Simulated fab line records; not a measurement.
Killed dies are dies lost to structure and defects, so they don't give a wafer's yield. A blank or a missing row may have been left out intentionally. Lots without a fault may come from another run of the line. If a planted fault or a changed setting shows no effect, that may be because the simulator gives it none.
Which tool was responsible? :: flow gf180mcu :: 24 lots, 72 wafers sampled, at 6 steps of a route of 602

== WHAT EACH GAUGE READ, for each wafer ==
GF_M4_THK_MEAS_06: measures by xrf.
lot: L074
measured: day 22 19:34
on: film_metro-03
M4_ALCU_THK (nm): 451 449 445

lot: L075
measured: day 22 23:17
on: film_metro-03
M4_ALCU_THK (nm): 451 453 451

lot: L076
measured: day 23 01:31
on: film_metro-03
M4_ALCU_THK (nm): 442 441 440

lot: L077
measured: day 23 08:20
on: film_metro-03
M4_ALCU_THK (nm): 442 445 448

lot: L078
measured: day 23 23:20
on: film_metro-03
M4_ALCU_THK (nm): 447 445 439

lot: L079
measured: day 24 05:04
on: film_metro-03
M4_ALCU_THK (nm): 446 444 450

lot: L080
measured: day 24 21:44
on: film_metro-01
M4_ALCU_THK (nm): 438 441 434

lot: L081
measured: day 25 06:14
on: film_metro-03
M4_ALCU_THK (nm): 448 451 440

lot: L082
measured: day 25 14:08
on: film_metro-03
M4_ALCU_THK (nm): 450 450 450

lot: L083
measured: day 25 17:00
on: film_metro-01
M4_ALCU_THK (nm): 437 434 436

lot: L084
measured: day 26 09:31
on: film_metro-03
M4_ALCU_THK (nm): 442 444 439

lot: L085
measured: day 26 14:08
on: film_metro-01
M4_ALCU_THK (nm): 446 436 436

lot: L086
measured: day 26 17:48
on: film_metro-01
M4_ALCU_THK (nm): 451 452 450

lot: L087
measured: day 26 21:52
on: film_metro-03
M4_ALCU_THK (nm): 443 436 435

lot: L088
measured: day 27 10:34
on: film_metro-01
M4_ALCU_THK (nm): 449 445 439

lot: L089
measured: day 27 19:14
on: film_metro-01
M4_ALCU_THK (nm): 440 440 439

lot: L091
measured: day 28 07:13
on: film_metro-01
M4_ALCU_THK (nm): 444 444 446

lot: L090
measured: day 28 09:37
on: film_metro-03
M4_ALCU_THK (nm): 453 449 451

lot: L092
measured: day 28 10:31
on: film_metro-03
M4_ALCU_THK (nm): 452 450 452

lot: L093
measured: day 28 20:14
on: film_metro-03
M4_ALCU_THK (nm): 451 445 445

lot: L094
measured: day 28 21:16
on: film_metro-03
M4_ALCU_THK (nm): 448 448 448

lot: L095
measured: day 29 08:40
on: film_metro-03
M4_ALCU_THK (nm): 445 445 445

lot: L096
measured: day 29 14:50
on: film_metro-01
M4_ALCU_THK (nm): 449 450 449

lot: L097
measured: day 29 15:05
on: film_metro-03
M4_ALCU_THK (nm): 445 446 443

GF_V5_THK_MEAS_25: measures by xrf.
lot: L074
measured: day 27 10:32
on: film_metro-03
V5_W_THK (nm): 362 365 369

lot: L075
measured: day 27 17:16
on: film_metro-04
V5_W_THK (nm): 355 353 357

lot: L076
measured: day 27 17:26
on: film_metro-03
V5_W_THK (nm): 360 363 369

lot: L077
measured: day 28 00:41
on: film_metro-04
V5_W_THK (nm): 352 351 353

lot: L078
measured: day 28 13:08
on: film_metro-04
V5_W_THK (nm): 368 361 359

lot: L079
measured: day 28 17:53
on: film_metro-04
V5_W_THK (nm): 358 359 357

lot: L080
measured: day 29 08:25
on: film_metro-03
V5_W_THK (nm): 363 370 359

lot: L081
measured: day 29 15:44
on: film_metro-04
V5_W_THK (nm): 358 365 361

lot: L082
measured: day 29 23:17
on: film_metro-03
V5_W_THK (nm): 366 369 364

lot: L083
measured: day 30 01:56
on: film_metro-03
V5_W_THK (nm): 371 361 361

lot: L084
measured: day 30 16:15
on: film_metro-04
V5_W_THK (nm): 358 360 355

lot: L085
measured: day 30 20:14
on: film_metro-04
V5_W_THK (nm): 361 353 359

lot: L086
measured: day 30 22:12
on: film_metro-03
V5_W_THK (nm): 365 361 366

lot: L087
measured: day 31 03:43
on: film_metro-04
V5_W_THK (nm): 346 356 357

lot: L088
measured: day 31 15:01
on: film_metro-03
V5_W_THK (nm): 365 371 362

lot: L089
measured: day 31 20:54
on: film_metro-04
V5_W_THK (nm): 351 358 360

lot: L091
measured: day 32 08:28
on: film_metro-03
V5_W_THK (nm): 371 374 369

lot: L090
measured: day 32 10:43
on: film_metro-04
V5_W_THK (nm): 360 357 361

lot: L092
measured: day 32 10:57
on: film_metro-03
V5_W_THK (nm): 366 377 366

lot: L093
measured: day 32 23:14
on: film_metro-03
V5_W_THK (nm): 361 358 359

lot: L094
measured: day 32 23:35
on: film_metro-04
V5_W_THK (nm): 357 362 361

lot: L095
measured: day 33 05:36
on: film_metro-03
V5_W_THK (nm): 362 368 362

lot: L096
measured: day 33 09:36
on: film_metro-04
V5_W_THK (nm): 359 359 360

lot: L097
measured: day 33 11:06
on: film_metro-03
V5_W_THK (nm): 373 369 371

GF_PASSIVATION_THK_MEAS_03.
lot: L074
measured: day 28 07:58
on: film_metro-01
PASSIVATION_CVD_02_THK (nm): 687 689 697

lot: L075
measured: day 28 14:24
on: film_metro-01
PASSIVATION_CVD_02_THK (nm): 682 690 696

lot: L076
measured: day 28 14:41
on: film_metro-01
PASSIVATION_CVD_02_THK (nm): 689 685 707

lot: L077
measured: day 28 22:13
on: film_metro-04
PASSIVATION_CVD_02_THK (nm): 699 700 700

lot: L078
measured: day 29 10:25
on: film_metro-01
PASSIVATION_CVD_02_THK (nm): 683 691 701

lot: L079
measured: day 29 15:14
on: film_metro-01
PASSIVATION_CVD_02_THK (nm): 712 704 711

lot: L080
measured: day 30 05:25
on: film_metro-01
PASSIVATION_CVD_02_THK (nm): 696 695 698

lot: L081
measured: day 30 11:54
on: film_metro-03
PASSIVATION_CVD_02_THK (nm): 696 694 694

lot: L082
measured: day 30 19:25
on: film_metro-01
PASSIVATION_CVD_02_THK (nm): 688 699 699

lot: L083
measured: day 30 21:59
on: film_metro-03
PASSIVATION_CVD_02_THK (nm): 691 708 708

lot: L084
measured: day 31 11:17
on: film_metro-01
PASSIVATION_CVD_02_THK (nm): 694 707 707

lot: L085
measured: day 31 16:09
on: film_metro-01
PASSIVATION_CVD_02_THK (nm): 697 705 709

lot: L086
measured: day 31 17:47
on: film_metro-03
PASSIVATION_CVD_02_THK (nm): 685 692 709

lot: L087
measured: day 31 23:02
on: film_metro-03
PASSIVATION_CVD_02_THK (nm): 699 699 710

lot: L088
measured: day 32 09:44
on: film_metro-03
PASSIVATION_CVD_02_THK (nm): 701 714 702

lot: L089
measured: day 32 13:49
on: film_metro-01
PASSIVATION_CVD_02_THK (nm): 690 707 712

lot: L091
measured: day 33 03:48
on: film_metro-01
PASSIVATION_CVD_02_THK (nm): 717 709 705

lot: L090
measured: day 33 05:01
on: film_metro-04
PASSIVATION_CVD_02_THK (nm): 693 695 702

lot: L092
measured: day 33 06:13
on: film_metro-03
PASSIVATION_CVD_02_THK (nm): 696 699 701

lot: L093
measured: day 33 16:36
on: film_metro-01
PASSIVATION_CVD_02_THK (nm): 702 693 720

lot: L094
measured: day 33 16:52
on: film_metro-04
PASSIVATION_CVD_02_THK (nm): 701 696 708

lot: L095
measured: day 33 23:16
on: film_metro-01
PASSIVATION_CVD_02_THK (nm): 705 710 710

lot: L096
measured: day 34 03:07
on: film_metro-04
PASSIVATION_CVD_02_THK (nm): 693 699 708

lot: L097
measured: day 34 04:16
on: film_metro-04
PASSIVATION_CVD_02_THK (nm): 691 698 709

== EACH LOT AND THE TOOL THAT RAN IT (in order: tool; ch and the chambers of the sampled wafers; start) ==
lot: L074
GF_M3_SPUTTER_00: pvd_sputter-01, day 20 16:02
GF_V5_CMP_26: cmp-01 ch 0,2,3, day 27 10:35
GF_PASSIVATION_CVD_00: pecvd-03 ch 0,1,2, day 28 07:32

lot: L075
GF_M3_SPUTTER_00: pvd_sputter-02, day 20 20:11
GF_V5_CMP_26: cmp-01 ch 1,2,3, day 27 17:25
GF_PASSIVATION_CVD_00: pecvd-03 ch 0,1, day 28 13:58

lot: L076
GF_M3_SPUTTER_00: pvd_sputter-04, day 20 22:01
GF_V5_CMP_26: cmp-02 ch 0,1,2, day 27 17:36
GF_PASSIVATION_CVD_00: pecvd-04 ch 1,2, day 28 14:16

lot: L077
GF_M3_SPUTTER_00: pvd_sputter-01, day 21 06:01
GF_V5_CMP_26: cmp-01 ch 0,1,2, day 28 00:52
GF_PASSIVATION_CVD_00: pecvd-04 ch 0,1,2, day 28 21:47

lot: L078
GF_M3_SPUTTER_00: pvd_sputter-02, day 21 21:55
GF_V5_CMP_26: cmp-02 ch 1,2,3, day 28 13:18
GF_PASSIVATION_CVD_00: pecvd-03 ch 0,1,2, day 29 10:00

lot: L079
GF_M3_SPUTTER_00: pvd_sputter-04, day 22 04:47
GF_V5_CMP_26: cmp-01 ch 2,3, day 28 17:55
GF_PASSIVATION_CVD_00: pecvd-01 ch 1,2, day 29 14:47

lot: L080
GF_M3_SPUTTER_00: pvd_sputter-01, day 22 21:53
GF_V5_CMP_26: cmp-02 ch 0,2,3, day 29 08:33
GF_PASSIVATION_CVD_00: pecvd-01 ch 1,2, day 30 04:57

lot: L081
GF_M3_SPUTTER_00: pvd_sputter-02, day 23 07:26
GF_V5_CMP_26: cmp-02 ch 0,1,2, day 29 15:53
GF_PASSIVATION_CVD_00: pecvd-04 ch 0,1, day 30 11:28

lot: L082
GF_M3_SPUTTER_00: pvd_sputter-02, day 23 15:23
GF_V5_CMP_26: cmp-02 ch 1,2, day 29 23:20
GF_PASSIVATION_CVD_00: pecvd-03 ch 0,1,2, day 30 18:58

lot: L083
GF_M3_SPUTTER_00: pvd_sputter-02, day 23 19:01
GF_V5_CMP_26: cmp-02 ch 0,1,3, day 30 02:16
GF_PASSIVATION_CVD_00: pecvd-01 ch 0,2, day 30 21:32

lot: L084
GF_M3_SPUTTER_00: pvd_sputter-01, day 24 10:35
GF_V5_CMP_26: cmp-02 ch 0,1,3, day 30 16:50
GF_PASSIVATION_CVD_00: pecvd-04 ch 0,2, day 31 10:52

lot: L085
GF_M3_SPUTTER_00: pvd_sputter-01, day 24 17:02
GF_V5_CMP_26: cmp-02 ch 0,1,2, day 30 20:35
GF_PASSIVATION_CVD_00: pecvd-03 ch 0,1,2, day 31 15:43

lot: L086
GF_M3_SPUTTER_00: pvd_sputter-04, day 24 21:46
GF_V5_CMP_26: cmp-02 ch 1,3, day 30 22:19
GF_PASSIVATION_CVD_00: pecvd-04 ch 0,1,2, day 31 17:19

lot: L087
GF_M3_SPUTTER_00: pvd_sputter-04, day 25 01:07
GF_V5_CMP_26: cmp-02 ch 1,2,3, day 31 03:49
GF_PASSIVATION_CVD_00: pecvd-01 ch 0,1,2, day 31 22:35

lot: L088
GF_M3_SPUTTER_00: pvd_sputter-04, day 25 14:29
GF_V5_CMP_26: cmp-02 ch 1,2, day 31 15:07
GF_PASSIVATION_CVD_00: pecvd-04 ch 0,1,2, day 32 09:19

lot: L089
GF_M3_SPUTTER_00: pvd_sputter-01, day 25 23:22
GF_V5_CMP_26: cmp-02 ch 2,3, day 31 21:11
GF_PASSIVATION_CVD_00: pecvd-03 ch 0,1,2, day 32 13:23

lot: L091
GF_M3_SPUTTER_00: pvd_sputter-02, day 26 11:05
GF_V5_CMP_26: cmp-02 ch 0,1, day 32 09:58
GF_PASSIVATION_CVD_00: pecvd-04 ch 0,1,2, day 33 03:23

lot: L090
GF_M3_SPUTTER_00: pvd_sputter-04, day 26 14:05
GF_V5_CMP_26: cmp-01 ch 0,2, day 32 10:53
GF_PASSIVATION_CVD_00: pecvd-01 ch 0,1,2, day 33 04:34

lot: L092
GF_M3_SPUTTER_00: pvd_sputter-01, day 26 14:44
GF_V5_CMP_26: cmp-02 ch 0,1,2, day 32 11:02
GF_PASSIVATION_CVD_00: pecvd-01 ch 0,2, day 33 05:43

lot: L093
GF_M3_SPUTTER_00: pvd_sputter-04, day 27 00:50
GF_V5_CMP_26: cmp-02 ch 2,3, day 32 23:21
GF_PASSIVATION_CVD_00: pecvd-04 ch 0,1,2, day 33 16:10

lot: L094
GF_M3_SPUTTER_00: pvd_sputter-02, day 27 01:50
GF_V5_CMP_26: cmp-01 ch 0,2,3, day 32 23:44
GF_PASSIVATION_CVD_00: pecvd-03 ch 1,2, day 33 16:27

lot: L095
GF_M3_SPUTTER_00: pvd_sputter-04, day 27 13:59
GF_V5_CMP_26: cmp-01 ch 1,2, day 33 05:44
GF_PASSIVATION_CVD_00: pecvd-01 ch 0,1, day 33 22:49

lot: L096
GF_M3_SPUTTER_00: pvd_sputter-01, day 27 20:40
GF_V5_CMP_26: cmp-01 ch 2,3, day 33 09:38
GF_PASSIVATION_CVD_00: pecvd-03 ch 0,1,2, day 34 02:40

lot: L097
GF_M3_SPUTTER_00: pvd_sputter-04, day 27 21:05
GF_V5_CMP_26: cmp-02 ch 1,2, day 33 11:13
GF_PASSIVATION_CVD_00: pecvd-04 ch 0,1, day 34 03:50
- GF_M3_SPUTTER_00: material Ti, target thk 37.5 nm, time 150 s.
- GF_V5_CMP_26: polishes, stops on SiO2, t overpolish 15 s, target thk 0 nm.
- GF_PASSIVATION_CVD_00: deposits SiO2 from TEOS, target thk 1000 nm, time 111.95 s.

== AS READ BY THE TOOLS THEMSELVES (means over the sampled wafers that have a number; for cases with no such wafer, the mark the record gives instead) ==
GF_M3_SPUTTER_00.
lot: L074
tool: pvd_sputter-01
throttle_valve_pct (%): 29.6

lot: L075
tool: pvd_sputter-02
throttle_valve_pct (%): 30.1

lot: L076
tool: pvd_sputter-04
throttle_valve_pct (%): 30.6

lot: L077
tool: pvd_sputter-01
throttle_valve_pct (%): 31.1

lot: L078
tool: pvd_sputter-02
throttle_valve_pct (%): 30.1

lot: L079
tool: pvd_sputter-04
throttle_valve_pct (%): 31.1

lot: L080
tool: pvd_sputter-01
throttle_valve_pct (%): 30.8

lot: L081
tool: pvd_sputter-02
throttle_valve_pct (%): 29.7

lot: L082
tool: pvd_sputter-02
throttle_valve_pct (%): 30.0

lot: L083
tool: pvd_sputter-02
throttle_valve_pct (%): 29.5

lot: L084
tool: pvd_sputter-01
throttle_valve_pct (%): 30.7

lot: L085
tool: pvd_sputter-01
throttle_valve_pct (%): 30.3

lot: L086
tool: pvd_sputter-04
throttle_valve_pct (%): 31.2

lot: L087
tool: pvd_sputter-04
throttle_valve_pct (%): 31.0

lot: L088
tool: pvd_sputter-04
throttle_valve_pct (%): 31.1

lot: L089
tool: pvd_sputter-01
throttle_valve_pct (%): 29.5

lot: L091
tool: pvd_sputter-02
throttle_valve_pct (%): 30.2

lot: L090
tool: pvd_sputter-04
throttle_valve_pct (%): 30.7

lot: L092
tool: pvd_sputter-01
throttle_valve_pct (%): 30.2

lot: L093
tool: pvd_sputter-04
throttle_valve_pct (%): 30.5

lot: L094
tool: pvd_sputter-02
throttle_valve_pct (%): 29.6

lot: L095
tool: pvd_sputter-04
throttle_valve_pct (%): 30.6

lot: L096
tool: pvd_sputter-01
throttle_valve_pct (%): 30.7

lot: L097
tool: pvd_sputter-04
throttle_valve_pct (%): 30.8

GF_V5_CMP_26.
lot: L074
tool: cmp-01
motor_current_A (A): 11.7
overpolish_run_s (s): 14.998
slurry_filter_dp_kPa (kPa): 13.39
time_to_endpoint_s (s): 90

lot: L075
tool: cmp-01
motor_current_A (A): 12.3
overpolish_run_s (s): 14.997
slurry_filter_dp_kPa (kPa): 13.51
time_to_endpoint_s (s): 83

lot: L076
tool: cmp-02
motor_current_A (A): 12.3
overpolish_run_s (s): 15.000
slurry_filter_dp_kPa (kPa): 13.51
time_to_endpoint_s (s): 84

lot: L077
tool: cmp-01
motor_current_A (A): 11.8
overpolish_run_s (s): 15.000
slurry_filter_dp_kPa (kPa): 13.39
time_to_endpoint_s (s): 87

lot: L078
tool: cmp-02
motor_current_A (A): 12.6
overpolish_run_s (s): 14.997
slurry_filter_dp_kPa (kPa): 13.57
time_to_endpoint_s (s): 88

lot: L079
tool: cmp-01
motor_current_A (A): 12.3
overpolish_run_s (s): 14.994
slurry_filter_dp_kPa (kPa): 13.52
time_to_endpoint_s (s): 83

lot: L080
tool: cmp-02
motor_current_A (A): 12.6
overpolish_run_s (s): 15.000
slurry_filter_dp_kPa (kPa): 13.54
time_to_endpoint_s (s): 87

lot: L081
tool: cmp-02
motor_current_A (A): 12.3
overpolish_run_s (s): 15.000
slurry_filter_dp_kPa (kPa): 13.37
time_to_endpoint_s (s): 86

lot: L082
tool: cmp-02
motor_current_A (A): 12.1
overpolish_run_s (s): 15.005
slurry_filter_dp_kPa (kPa): 13.47
time_to_endpoint_s (s): 86

lot: L083
tool: cmp-02
motor_current_A (A): 12.4
overpolish_run_s (s): 14.993
slurry_filter_dp_kPa (kPa): 13.35
time_to_endpoint_s (s): 82

lot: L084
tool: cmp-02
motor_current_A (A): 11.9
overpolish_run_s (s): 15.015
slurry_filter_dp_kPa (kPa): 13.51
time_to_endpoint_s (s): 86

lot: L085
tool: cmp-02
motor_current_A (A): 12.6
overpolish_run_s (s): 14.994
slurry_filter_dp_kPa (kPa): 13.49
time_to_endpoint_s (s): 85

lot: L086
tool: cmp-02
motor_current_A (A): 11.6
overpolish_run_s (s): 14.998
slurry_filter_dp_kPa (kPa): 13.45
time_to_endpoint_s (s): 89

lot: L087
tool: cmp-02
motor_current_A (A): 12.5
overpolish_run_s (s): 14.999
slurry_filter_dp_kPa (kPa): 13.44
time_to_endpoint_s (s): 88

lot: L088
tool: cmp-02
motor_current_A (A): 12.3
overpolish_run_s (s): 14.997
slurry_filter_dp_kPa (kPa): 13.59
time_to_endpoint_s (s): 88

lot: L089
tool: cmp-02
motor_current_A (A): 11.6
overpolish_run_s (s): 15.005
slurry_filter_dp_kPa (kPa): 13.61
time_to_endpoint_s (s): 91

lot: L091
tool: cmp-02
motor_current_A (A): 12.4
overpolish_run_s (s): 15.000
slurry_filter_dp_kPa (kPa): 13.53
time_to_endpoint_s (s): 90

lot: L090
tool: cmp-01
motor_current_A (A): 11.8
overpolish_run_s (s): 15.001
slurry_filter_dp_kPa (kPa): 13.60
time_to_endpoint_s (s): 88

lot: L092
tool: cmp-02
motor_current_A (A): 12.7
overpolish_run_s (s): 15.005
slurry_filter_dp_kPa (kPa): 13.47
time_to_endpoint_s (s): 86

lot: L093
tool: cmp-02
motor_current_A (A): 12.6
overpolish_run_s (s): 15.002
slurry_filter_dp_kPa (kPa): 13.48
time_to_endpoint_s (s): 85

lot: L094
tool: cmp-01
motor_current_A (A): 11.7
overpolish_run_s (s): 14.995
slurry_filter_dp_kPa (kPa): 13.46
time_to_endpoint_s (s): 90

lot: L095
tool: cmp-01
motor_current_A (A): 12.7
overpolish_run_s (s): 15.001
slurry_filter_dp_kPa (kPa): 13.48
time_to_endpoint_s (s): 90

lot: L096
tool: cmp-01
motor_current_A (A): 11.9
overpolish_run_s (s): 15.003
slurry_filter_dp_kPa (kPa): 13.53
time_to_endpoint_s (s): 90

lot: L097
tool: cmp-02
motor_current_A (A): 12.1
overpolish_run_s (s): 15.006
slurry_filter_dp_kPa (kPa): 13.61
time_to_endpoint_s (s): 83

GF_PASSIVATION_CVD_00.
lot: L074
tool: pecvd-03
heater_power_w (W): 712

lot: L075
tool: pecvd-03
heater_power_w (W): 809

lot: L076
tool: pecvd-04
heater_power_w (W): 666

lot: L077
tool: pecvd-04
heater_power_w (W): 612

lot: L078
tool: pecvd-03
heater_power_w (W): 645

lot: L079
tool: pecvd-01
heater_power_w (W): 638

lot: L080
tool: pecvd-01
heater_power_w (W): 649

lot: L081
tool: pecvd-04
heater_power_w (W): 617

lot: L082
tool: pecvd-03
heater_power_w (W): 662

lot: L083
tool: pecvd-01
heater_power_w (W): 652

lot: L084
tool: pecvd-04
heater_power_w (W): 628

lot: L085
tool: pecvd-03
heater_power_w (W): 693

lot: L086
tool: pecvd-04
heater_power_w (W): 645

lot: L087
tool: pecvd-01
heater_power_w (W): 632

lot: L088
tool: pecvd-04
heater_power_w (W): 634

lot: L089
tool: pecvd-03
heater_power_w (W): 687

lot: L091
tool: pecvd-04
heater_power_w (W): 650

lot: L090
tool: pecvd-01
heater_power_w (W): 664

lot: L092
tool: pecvd-01
heater_power_w (W): 646

lot: L093
tool: pecvd-04
heater_power_w (W): 704

lot: L094
tool: pecvd-03
heater_power_w (W): 574

lot: L095
tool: pecvd-01
heater_power_w (W): 619

lot: L096
tool: pecvd-03
heater_power_w (W): 732

lot: L097
tool: pecvd-04
heater_power_w (W): 617

== THE ANSWER, worked out from the rows above alone ==
Rule: the lots themselves supply what counts as usual. The widest of any qualifying gaps counts: lots, ordered by their means at a reading, are off when they make up no more than a third of the lots, leave a main group of 4 or more, and stand apart from it by 3 or more times the standard deviation of that group's means. If all means in a main group match to the digits the tables above print for the reading, that group is not used. Also off: a lot with no number at a reading for which 4 or more lots have one. The other lots that the step has rows for count as sound. First the gauges in route order, then the tools' own readings, where a lot's mean is used as printed above. At the first step where some lot is off, the reading lying furthest off is the one used; lots without a number count as furthest.
No lot is off on any of the readings shown, so nothing can be concluded from this.

== WHAT THE SIMULATOR HAD INSERTED ==
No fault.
